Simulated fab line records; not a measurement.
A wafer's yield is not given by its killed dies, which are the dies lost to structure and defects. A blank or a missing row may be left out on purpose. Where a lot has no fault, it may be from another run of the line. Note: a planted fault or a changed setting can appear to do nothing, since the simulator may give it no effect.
fab line records ; flow sfq-line
record: lots: 6; wafers: 16; last-day: 77
route steps=325 shown I0@47 M1@58 I1@73 M2@88 M8@325
lots that met no fault: taken from a fault-free run of the same line
start-h: the number of hours between the record's first day and the start of the first shown wafer of the lot ; wait-h: hours since the lot's step before ; " the same as in the row above ; L1.1+2: a single row standing in for several wafers ; - no value, or no start was given ; * or withheld: withheld ; < > ~ a bound
route shown NAME@n: NAME is a module with steps in the file, n the number in the route of the first one ; usual: mean and standard deviation over wafers with no fault ; same: alike in all rows ; chamber/n: place in a boat ; sites: each site's reading ; _std_site: standard deviation of those values ; _edge_site: mean of outer sites minus mean of inner sites ; radius-mm: for every site, how far away it sits from the centre of the wafer ; mask NAME#n: copy n ; behind: tool/chamber where the wafer was last shaped ; hold: why the lot was held/for how many hours/how that ended ; device: whichever transistor did not switch (one of n, p or np) ; end of line: tests of these same wafers at the route's end ; a step without rows: its recipe alone ; killed: dies that structure and defects cost at the first sort, which is not the same as the wafer's yield ; map: a wafer's dies, marking killed ones x, the rest . and places with no die _
set.NAME: the setting as run; set.NAME@STEP: as run at that earlier step ; model.NAME: the simulator's own value behind a step, which no gauge read
a table for each step, a row for each wafer; lots at some steps of the route
services: from which hour (start-h, from the record's first day; less than 0 if before it) a tool's chamber was out of use, for how many hours, and why
== steps ==
step: SFQ_TRILAYER_I0_VIA_LITHO_COAT_036
recipe: resist: BARC; spin-rpm: 3000; resist-thk-nm: 62
step: SFQ_TRILAYER_I0_VIA_LITHO_COAT_031
recipe: resist: KrF; spin-rpm: 3000; resist-thk-nm: 650
step: SFQ_TRILAYER_I0_VIA_LITHO_SOFTBAKE_035
recipe: temp-c: withheld; time-s: withheld; resist: KrF
step: SFQ_TRILAYER_I0_VIA_LITHO_EXPOSE_032
recipe: mask-id: I0; na: 0.6; source-shape: conventional; sigma-outer: 0.65; target-cd-nm: 500; dose-mj: 21.3
step: SFQ_TRILAYER_I0_VIA_LITHO_PEB_034
recipe: peb-temp-c: 115; peb-time-s: 60; resist: KrF
step: SFQ_TRILAYER_I0_VIA_LITHO_DEVELOP_033
recipe: time-s: 60; resist: KrF
step: SFQ_I0_OVL_MEAS_908
usual: I0_OVL: -1/5.3
lot.wafer;tool;chamber;start-h;wait-h;I0_OVL[nm]
L289.1;overlay-01;-;221.40;0.1;5
L289.4;overlay-01;-;221.40;0.1;0
L289.6;overlay-01;-;221.40;0.1;2
L291.2;overlay-01;-;234.61;0.1;-2
L291.4;overlay-01;-;234.61;0.1;-3
L291.5;overlay-01;-;234.61;0.1;-7
L304.2;overlay-02;-;336.01;0.1;-4
L304.3;overlay-02;-;336.01;0.1;-5
L304.6;overlay-02;-;336.01;0.1;-9
L305.1;overlay-02;-;339.61;0.1;1
L305.6;overlay-02;-;339.61;0.1;4
L310.2;overlay-01;-;372.01;0.1;5
L310.6;overlay-01;-;372.01;0.1;2
L312.1;overlay-02;-;382.81;0.1;3
L312.3;overlay-02;-;382.81;0.1;-1
L312.4;overlay-02;-;382.81;0.1;-3
step: SFQ_TRILAYER_I0_VIA_BARC_OPEN_VIA_ETCH_046
recipe: mask-material: PR; chemistry: O2; target-depth-nm: 125; target: BARC; source-w: 500; bias-w: 80; pressure-mtorr: 30; time-s: 41.7
usual: drypump-motor-current-A: 5.7/0.42; oes-product-au: 0.685/0.0042
lot.wafer;tool;chamber;start-h;wait-h;drypump-motor-current-A;oes-product-au;rf-hours-counter-h
L289.1;rie-diel-02;0;221.44;0.0;6.0;0.680;31
L289.4;rie-diel-02;3;221.44;0.0;5.8;0.683;133
L289.6;rie-diel-02;1;221.44;0.0;6.1;0.676;-
L291.2;rie-diel-01;3;234.64;0.0;5.8;0.684;136
L291.4;rie-diel-01;1;234.64;0.0;5.9;0.685;55
L291.5;rie-diel-01;2;234.64;0.0;6.1;0.674;-
L304.2;rie-diel-01;0;336.04;0.0;4.8;0.694;122
L304.3;rie-diel-01;1;336.04;0.0;5.8;0.686;57
L304.6;rie-diel-01;1;336.04;0.0;5.8;0.677;-
L305.1;rie-diel-01;3;339.64;0.0;5.8;0.685;0
L305.6;rie-diel-01;2;339.64;0.0;6.1;0.682;-
L310.2;rie-diel-04;2;372.04;0.0;5.9;0.679;11
L310.6;rie-diel-04;3;372.04;0.0;5.8;0.691;-
L312.1;rie-diel-04;3;382.84;0.0;5.8;0.685;103
L312.3;rie-diel-04;1;382.84;0.0;5.8;0.685;104
L312.4;rie-diel-04;2;382.84;0.0;5.9;0.688;11
step: SFQ_TRILAYER_I0_VIA_ETCH_VIA_ETCH_034
recipe: target: SiO2; stop-on: Nb; mask-material: PR; taper-deg: 20; chemistry: CHF3; target-depth-nm: 260; source-w: 500; bias-w: 80; pressure-mtorr: 30; time-s: withheld
step: SFQ_TRILAYER_I0_VIA_STRIP_STRIP_035
recipe: gas: O2; power-w: 200; platen-temp-c: 40; overash-fraction: 0.65; chemistry: O2; pressure-mtorr: 50
step: SFQ_TRILAYER_I0_VIA_STRIP_SOLV_CLEAN_036
recipe: chemistry: NMP; temp-c: 70; time-s: 600
step: SFQ_TRILAYER_M1_DEP_PRE_CLEAN_038
recipe: gas: Ar; time-s: 22.5; bias-v: 250
step: SFQ_TRILAYER_M1_DEP_SPUTTER_037
recipe: material: Nb; base-pressure-pa: 1.33e-06; chamber-pressure-pa: 0.1333; substrate-temp-c: 20; resputter-cathode-voltage-v: 400; target-thk-nm: 200; power-w: 2000; time-s: 133.3
usual: throttle-valve-pct: 29.9/0.86
lot.wafer;tool;chamber;start-h;wait-h;throttle-valve-pct;model.Nb_of_TRILAYER_M1_DEP_SPUTTER_037.thk-nm
L289.1;pvd-sputter-06;-;222.39;0.0;29.2;196
L289.4;pvd-sputter-06;-;222.39;0.0;31.2;195.3
L289.6;pvd-sputter-06;-;222.39;0.0;31.0;203.5
L291.2;pvd-sputter-04;-;235.59;0.0;29.5;201.3
L291.4;pvd-sputter-04;-;235.59;0.0;29.7;200.4
L291.5;pvd-sputter-04;-;235.59;0.0;29.7;199.6
L304.2;pvd-sputter-04;-;337.17;0.0;31.6;198.2
L304.3;pvd-sputter-04;-;337.17;0.0;29.5;200.7
L304.6;pvd-sputter-04;-;337.17;0.0;29.2;198.9
L305.1;pvd-sputter-04;-;340.77;0.0;29.8;204.1
L305.6;pvd-sputter-04;-;340.77;0.0;29.7;185.2
L310.2;pvd-sputter-04;-;373.60;0.0;31.7;181
L310.6;pvd-sputter-04;-;373.60;0.0;29.4;182.8
L312.1;pvd-sputter-06;-;383.80;0.0;29.0;198.7
L312.3;pvd-sputter-06;-;383.80;0.0;29.6;201.7
L312.4;pvd-sputter-06;-;383.80;0.0;30.6;200.6
step: SFQ_M1_RS_MEAS_909
recipe: thk-meas-gauge: four-point-probe; reads: Nb_of_TRILAYER_M1_DEP_SPUTTER_037
usual: M1_NB_RS: 0.892/0.012
lot.wafer;tool;chamber;start-h;wait-h;M1_NB_RS[ohm/sq]
L289.1;film-metro-02;-;222.48;0.0;0.910
L289.4;film-metro-02;-;222.48;0.0;0.913
L289.6;film-metro-02;-;222.48;0.0;0.875
L291.2;film-metro-03;-;235.70;0.1;0.884
L291.4;film-metro-03;-;235.70;0.1;0.888
L291.5;film-metro-03;-;235.70;0.1;0.890
L304.2;film-metro-03;-;337.28;0.1;0.895
L304.3;film-metro-03;-;337.28;0.1;0.885
L304.6;film-metro-03;-;337.28;0.1;0.895
L305.1;film-metro-02;-;340.86;0.0;0.873
L305.6;film-metro-02;-;340.86;0.0;0.964
L310.2;film-metro-01;-;373.71;0.1;0.983
L310.6;film-metro-01;-;373.71;0.1;0.975
L312.1;film-metro-01;-;383.89;0.0;0.897
L312.3;film-metro-01;-;383.89;0.0;0.882
L312.4;film-metro-01;-;383.89;0.0;0.885
step: SFQ_TRILAYER_M1_LITHO_COAT_044
recipe: resist: BARC; spin-rpm: 3000; resist-thk-nm: 62
step: SFQ_TRILAYER_M1_LITHO_COAT_039
recipe: resist: KrF; spin-rpm: 3000; resist-thk-nm: 600
step: SFQ_TRILAYER_M1_LITHO_SOFTBAKE_043
recipe: temp-c: withheld; time-s: withheld; resist: KrF
step: SFQ_TRILAYER_M1_LITHO_EXPOSE_040
recipe: mask-id: M1; na: 0.6; source-shape: conventional; sigma-outer: 0.65; target-cd-nm: 500; dose-mj: 14.4
step: SFQ_TRILAYER_M1_LITHO_PEB_042
recipe: peb-temp-c: 115; peb-time-s: 60; resist: KrF
step: SFQ_TRILAYER_M1_LITHO_DEVELOP_041
recipe: time-s: 60; resist: KrF
step: SFQ_M1_OVL_MEAS_911
usual: M1_OVL: -2/6
lot.wafer;tool;chamber;start-h;wait-h;M1_OVL[nm]
L289.1;overlay-02;-;289.21;0.1;-7
L289.4;overlay-02;-;289.21;0.1;-5
L289.6;overlay-02;-;289.21;0.1;-7
L291.2;overlay-01;-;302.41;0.1;11
L291.4;overlay-01;-;302.41;0.1;6
L291.5;overlay-01;-;302.41;0.1;5
L304.2;overlay-02;-;400.81;0.1;13
L304.3;overlay-02;-;400.81;0.1;10
L304.6;overlay-02;-;400.81;0.1;14
L305.1;overlay-02;-;408.01;0.1;-12
L305.6;overlay-02;-;408.01;0.1;-11
L310.2;overlay-02;-;434.96;0.1;-4
L310.6;overlay-02;-;434.96;0.1;-5
L312.1;overlay-01;-;445.86;0.1;-1
L312.3;overlay-01;-;445.86;0.1;-1
L312.4;overlay-01;-;445.86;0.1;3
step: SFQ_TRILAYER_M1_BARC_OPEN_METAL_ETCH_054
recipe: mask-material: PR; chemistry: O2; target-depth-nm: 125; target: BARC; icp-w: 600; bias-w: 80; pressure-mtorr: 10; time-s: 41.7
step: SFQ_TRILAYER_M1_ETCH_METAL_ETCH_042
recipe: target: Nb; stop-on: SiO2; mask-material: PR; chemistry: Cl2/Ar; target-depth-nm: 240; icp-w: 600; bias-w: 80; pressure-mtorr: 10; time-s: 120
usual: drypump-motor-current-A: 5.8/0.38; oes-product-au: 0.893/0.0078
lot.wafer;tool;chamber;start-h;wait-h;drypump-motor-current-A;oes-product-au;rf-hours-counter-h
L289.1;rie-metal-03;0;289.30;0.0;5.1;0.889;135
L289.4;rie-metal-03;1;289.30;0.0;5.3;0.887;-
L289.6;rie-metal-03;0;289.30;0.0;5.1;0.902;-
L291.2;rie-metal-04;1;302.50;0.0;5.8;0.900;97
L291.4;rie-metal-04;0;302.50;0.0;6.0;0.895;-
L291.5;rie-metal-04;0;302.50;0.0;6.0;0.894;-
L304.2;rie-metal-03;1;400.90;0.0;5.3;0.890;145
L304.3;rie-metal-03;1;400.90;0.0;5.4;0.902;-
L304.6;rie-metal-03;0;400.90;0.0;5.1;0.894;-
L305.1;rie-metal-02;0;408.10;0.0;6.3;0.905;31
L305.6;rie-metal-02;0;408.10;0.0;6.3;0.852;-
L310.2;rie-metal-03;0;435.05;0.0;5.1;0.846;161
L310.6;rie-metal-03;0;435.05;0.0;5.1;0.857;-
L312.1;rie-metal-02;0;445.95;0.0;6.3;0.891;38
L312.3;rie-metal-02;0;445.95;0.0;6.3;0.892;-
L312.4;rie-metal-02;1;445.95;0.0;5.6;0.888;-
step: SFQ_TRILAYER_M1_STRIP_STRIP_043
recipe: gas: O2; power-w: 200; platen-temp-c: 40; overash-fraction: 0.65; chemistry: O2; pressure-mtorr: 50
step: SFQ_TRILAYER_M1_STRIP_SOLV_CLEAN_044
recipe: chemistry: NMP; temp-c: 70; time-s: 600
step: SFQ_TRILAYER_I1_DEP_PECVD_045
recipe: material: SiO2; temp-c: 150; time-s: 111.11; pressure-torr: 2.4; rf-w: 183.3; precursor: SiH4/N2O; target-thk-nm: 500
usual: heater-power-w: 76/15; throttle-valve-pct: 24.9/1.4
lot.wafer;tool;chamber;start-h;wait-h;heater-power-w;throttle-valve-pct
L289.1;pecvd-04;2;290.38;0.0;90;22.3
L289.4;pecvd-04;2;290.38;0.0;91;22.1
L289.6;pecvd-04;0;290.38;0.0;68;22.7
L291.2;pecvd-01;1;303.58;0.0;88;25.4
L291.4;pecvd-01;0;303.58;0.0;68;25.4
L291.5;pecvd-01;1;303.58;0.0;90;25.7
L304.2;pecvd-02;0;401.80;0.0;69;26.0
L304.3;pecvd-02;1;401.80;0.0;55;26.8
L304.6;pecvd-02;0;401.80;0.0;71;25.8
L305.1;pecvd-02;0;409.00;0.0;70;25.9
L305.6;pecvd-02;1;409.00;0.0;42;26.8
L310.2;pecvd-02;1;435.95;0.0;48;26.8
L310.6;pecvd-02;2;435.95;0.0;90;25.8
L312.1;pecvd-02;0;446.85;0.0;65;26.0
L312.3;pecvd-02;0;446.85;0.0;66;26.1
L312.4;pecvd-02;1;446.85;0.0;54;27.2
step: SFQ_TRILAYER_I1_CMP_CMP_046
recipe: material: SiO2; down-force-psi: 3; platen-rpm: 60; pad-velocity-m-s: 0.94248
step: SFQ_I1_BOW_MEAS_912
recipe: mode: bow
usual: I1_BOW: 0/7.5
lot.wafer;tool;chamber;start-h;wait-h;I1_BOW[um]
L289.1;film-metro-04;-;301.06;1.6;-18
L289.4;film-metro-04;-;301.06;1.6;6
L289.6;film-metro-04;-;301.06;1.6;4
L291.2;film-metro-03;-;311.65;1.0;-5
L291.4;film-metro-03;-;311.65;1.0;-12
L291.5;film-metro-03;-;311.65;1.0;-4
L304.2;film-metro-02;-;406.39;2.0;-2
L304.3;film-metro-02;-;406.39;2.0;-11
L304.6;film-metro-02;-;406.39;2.0;-14
L305.1;film-metro-02;-;416.37;1.5;-1
L305.6;film-metro-02;-;416.37;1.5;-4
L310.2;film-metro-03;-;441.65;1.5;4
L310.6;film-metro-03;-;441.65;1.5;-1
L312.1;film-metro-03;-;449.97;1.5;-5
L312.3;film-metro-03;-;449.97;1.5;9
L312.4;film-metro-03;-;449.97;1.5;-1
step: SFQ_TRILAYER_I1_METRO_MEASURE_047
usual: thk-nm: 200.2/1.3
lot.wafer;tool;chamber;start-h;wait-h;thk-nm
L289.1;film-metro-04;-;301.18;0.1;201.0
L289.4;film-metro-04;-;301.18;0.1;200.4
L289.6;film-metro-04;-;301.18;0.1;198.9
L291.2;film-metro-03;-;311.95;0.3;201.5
L291.4;film-metro-03;-;311.95;0.3;199.2
L291.5;film-metro-03;-;311.95;0.3;202.2
L304.2;film-metro-02;-;406.69;0.3;203.7
L304.3;film-metro-02;-;406.69;0.3;200.2
L304.6;film-metro-02;-;406.69;0.3;199.1
L305.1;film-metro-02;-;416.49;0.1;201.3
L305.6;film-metro-02;-;417.49;1.0;202.1
L310.2;film-metro-03;-;441.95;0.3;200.9
L310.6;film-metro-03;-;441.95;0.3;201.2
L312.1;film-metro-03;-;450.09;0.1;200.4
L312.3;film-metro-03;-;450.09;0.1;201.6
L312.4;film-metro-03;-;450.09;0.1;201.2
step: SFQ_TRILAYER_I1_VIA_LITHO_COAT_054
recipe: resist: BARC; spin-rpm: 3000; resist-thk-nm: 62
step: SFQ_TRILAYER_I1_VIA_LITHO_COAT_049
recipe: resist: KrF; spin-rpm: 3000; resist-thk-nm: 650
step: SFQ_TRILAYER_I1_VIA_LITHO_SOFTBAKE_053
recipe: temp-c: withheld; time-s: withheld; resist: KrF
step: SFQ_TRILAYER_I1_VIA_LITHO_EXPOSE_050
recipe: mask-id: I1; na: 0.6; source-shape: conventional; sigma-outer: 0.65; target-cd-nm: 500; dose-mj: 21.3
step: SFQ_TRILAYER_I1_VIA_LITHO_PEB_052
recipe: peb-temp-c: 115; peb-time-s: 60; resist: KrF
step: SFQ_TRILAYER_I1_VIA_LITHO_DEVELOP_051
recipe: time-s: 60; resist: KrF
step: SFQ_I1_OVL_MEAS_913
usual: I1_OVL: 0/5.8
lot.wafer;tool;chamber;start-h;wait-h;I1_OVL[nm]
L289.1;overlay-01;-;399.73;0.1;-2
L289.4;overlay-01;-;399.73;0.1;-6
L289.6;overlay-01;-;399.73;0.1;-9
L291.2;overlay-02;-;411.73;0.1;-6
L291.4;overlay-02;-;411.73;0.1;0
L291.5;overlay-02;-;411.73;0.1;4
L304.2;overlay-02;-;528.51;0.1;9
L304.3;overlay-02;-;528.51;0.1;1
L304.6;overlay-02;-;528.51;0.1;8
L305.1;overlay-02;-;539.30;0.1;1
L305.6;overlay-02;-;539.30;0.1;-2
L310.2;overlay-01;-;564.51;0.1;-7
L310.6;overlay-01;-;564.51;0.1;-4
L312.1;overlay-01;-;575.30;0.1;-1
L312.3;overlay-01;-;575.30;0.1;-10
L312.4;overlay-01;-;575.30;0.1;0
step: SFQ_TRILAYER_I1_VIA_BARC_OPEN_VIA_ETCH_071
recipe: mask-material: PR; chemistry: O2; target-depth-nm: 125; target: BARC; source-w: 500; bias-w: 80; pressure-mtorr: 30; time-s: 41.7
step: SFQ_TRILAYER_I1_VIA_ETCH_VIA_ETCH_052
recipe: target: SiO2; stop-on: Nb; mask-material: PR; taper-deg: 20; chemistry: CHF3; target-depth-nm: 260; source-w: 500; bias-w: 80; pressure-mtorr: 30; time-s: withheld
usual: drypump-motor-current-A: 5.9/0.37; oes-product-au: 0.855/0.0052
lot.wafer;tool;chamber;start-h;wait-h;drypump-motor-current-A;oes-product-au
L289.1;rie-diel-01;2;399.80;0.0;6.1;0.856
L289.4;rie-diel-01;1;399.80;0.0;5.8;0.857
L289.6;rie-diel-01;0;399.80;0.0;4.8;0.851
L291.2;rie-diel-03;1;411.80;0.0;6.1;0.854
L291.4;rie-diel-03;3;411.80;0.0;5.2;0.853
L291.5;rie-diel-03;0;411.80;0.0;6.0;0.856
L304.2;rie-diel-01;2;528.58;0.0;6.1;0.861
L304.3;rie-diel-01;3;528.58;0.0;5.7;0.852
L304.6;rie-diel-01;0;528.58;0.0;4.8;0.857
L305.1;rie-diel-03;0;539.38;0.0;6.0;0.852
L305.6;rie-diel-03;2;539.38;0.0;5.9;0.865
L310.2;rie-diel-03;2;564.58;0.0;5.9;0.854
L310.6;rie-diel-03;3;564.58;0.0;5.2;0.855
L312.1;rie-diel-01;2;575.38;0.0;6.1;0.858
L312.3;rie-diel-01;0;575.38;0.0;4.8;0.864
L312.4;rie-diel-01;1;575.38;0.0;5.9;0.859
step: SFQ_TRILAYER_I1_VIA_STRIP_STRIP_053
recipe: gas: O2; power-w: 200; platen-temp-c: 40; overash-fraction: 0.65; chemistry: O2; pressure-mtorr: 50
usual: drypump-motor-current-A: 5.5/0.41; oes-product-au: 1.003/0.011
lot.wafer;tool;chamber;start-h;wait-h;drypump-motor-current-A;oes-product-au;rf-hours-counter-h
L289.1;rie-metal-04;0;399.92;-;6.0;1.009;177
L289.4;rie-metal-04;1;399.92;-;5.8;0.996;-
L289.6;rie-metal-04;0;399.92;-;6.0;0.994;-
L291.2;rie-metal-04;1;411.92;-;5.8;1.004;119
L291.4;rie-metal-04;1;411.92;-;5.8;0.997;-
L291.5;rie-metal-04;0;411.92;-;6.0;1.006;-
L304.2;rie-metal-03;0;528.89;-;5.1;1.023;-
L304.3;rie-metal-03;0;528.89;-;5.1;1.021;-
L304.6;rie-metal-03;0;528.89;-;5.1;1.014;-
L305.1;rie-metal-01;1;539.49;-;5.8;0.995;71
L305.6;rie-metal-01;0;539.49;-;5.0;1.015;-
L310.2;rie-metal-03;0;564.69;-;5.1;0.998;15
L310.6;rie-metal-03;0;564.69;-;5.1;0.987;-
L312.1;rie-metal-01;1;575.49;-;5.8;1.012;78
L312.3;rie-metal-01;0;575.49;-;5.0;1.014;-
L312.4;rie-metal-01;1;575.49;-;5.8;0.999;-
step: SFQ_TRILAYER_I1_VIA_STRIP_SOLV_CLEAN_054
recipe: chemistry: NMP; temp-c: 70; time-s: 600
step: SFQ_TRILAYER_M2_DEP_PRE_CLEAN_056
recipe: gas: Ar; time-s: 22.5; bias-v: 250
step: SFQ_M8_BOW_MEAS_951
recipe: mode: bow
usual: M8_BOW: 5/12
lot.wafer;tool;chamber;start-h;wait-h;M8_BOW[um];model.etest.m1.ohm-um;model.etest.i0.link-ohm;model.etest.i1.link-ohm;model.etest.m1.ohm-sq
L289.1;film-metro-01;-;1659.81;0.0;-23;1.819;1.982;1.972;0.9075
L289.4;film-metro-01;-;1659.81;0.0;3;1.815;1.99;1.99;0.9109
L289.6;film-metro-01;-;1659.81;0.0;-1;1.758;1.933;1.951;0.8739
L291.2;film-metro-04;-;1669.43;0.0;-14;1.756;1.949;1.956;0.8837
L291.4;film-metro-04;-;1669.43;0.0;-22;1.782;1.966;1.972;0.8877
L291.5;film-metro-04;-;1669.43;0.0;-13;1.786;1.962;1.956;0.8913
L304.2;film-metro-02;-;1747.50;0.0;1;1.799;1.983;1.995;0.8974
L304.3;film-metro-02;-;1747.50;0.0;-9;1.771;1.984;1.971;0.8863
L304.6;film-metro-02;-;1747.50;0.0;-13;1.798;1.976;1.978;0.8943
L305.1;film-metro-04;-;1752.31;0.0;-5;1.728;1.943;1.943;0.8713
L305.6;film-metro-04;-;1752.31;0.0;-8;1.905;2.042;2.038;0.9607
L310.2;film-metro-04;-;1835.71;0.0;17;1.977;2.086;2.077;0.9826
L310.6;film-metro-04;-;1835.71;0.0;11;1.963;2.074;2.049;0.9731
L312.1;film-metro-01;-;1841.87;0.0;-4;1.773;1.956;1.978;0.8951
L312.3;film-metro-01;-;1841.87;0.0;11;1.748;1.981;1.946;0.8819
L312.4;film-metro-01;-;1841.87;0.0;0;1.774;1.951;1.976;0.8865
== services ==
tool;chamber;start-h;hours;kind
film-metro-03;-;206.65;0.3;pm
rie-metal-03;1;248.16;3.8;repair
film-metro-03;-;273.95;1.0;pm
rie-diel-01;3;278.63;8.8;repair
film-metro-03;-;307.91;0.6;pm
pvd-sputter-04;-;314.72;3.4;repair
pecvd-02;-;315.29;3.0;repair
rie-metal-03;0;354.18;1.6;repair
pvd-sputter-04;-;355.20;6.6;repair
film-metro-03;-;359.93;0.6;pm
film-metro-03;-;368.37;0.1;pm
rie-metal-04;-;375.99;2.8;pm
rie-diel-01;3;384.32;9.5;repair
rie-diel-01;3;409.49;12.7;repair
rie-diel-01;1;421.99;2.0;repair
pvd-sputter-04;-;424.17;4.3;repair
pecvd-02;2;436.13;11.4;repair
film-metro-03;-;451.65;0.9;pm
rie-diel-01;2;513.16;1.2;repair
pecvd-02;-;519.55;5.5;pm
pecvd-02;2;529.87;5.3;repair
pvd-sputter-04;-;549.17;62.2;repair
pecvd-02;2;551.86;4.4;repair
pecvd-02;-;563.75;14.0;pm
== key ==
first-sign: step: SFQ_M1_RS_MEAS_909; reading: M1_NB_RS; direction: up; sigmas: 6.8; usual: 0.892; struck: 0.974
effect: step: SFQ_TRILAYER_M1_ETCH_METAL_ETCH_042; reading: oes-product-au; direction: down; sigmas: 5.3; usual: 0.893; struck: 0.851
model-effect: step: SFQ_TRILAYER_M1_DEP_SPUTTER_037; value: Nb_of_TRILAYER_M1_DEP_SPUTTER_037.thk-nm; without: 199.8; struck: 183
model-effect: step: SFQ_M8_BOW_MEAS_951; value: etest.m1.ohm-um; without: 1.784; struck: 1.948
met-at SFQ_TRILAYER_M1_DEP_SPUTTER_037
struck-wafers L305.6,L310.2,L310.6
onset-between 337.17 340.77
fault: kind: process-parameter-drift; tool: pvd-sputter-04; chamber: -; onset-h: 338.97; steps: SFQ_TRILAYER_M1_DEP_SPUTTER_037; channel: time-s; offset: *; shape: step; end-h: 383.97; scope: struck-wafers-only; acts-in: *; stated: *
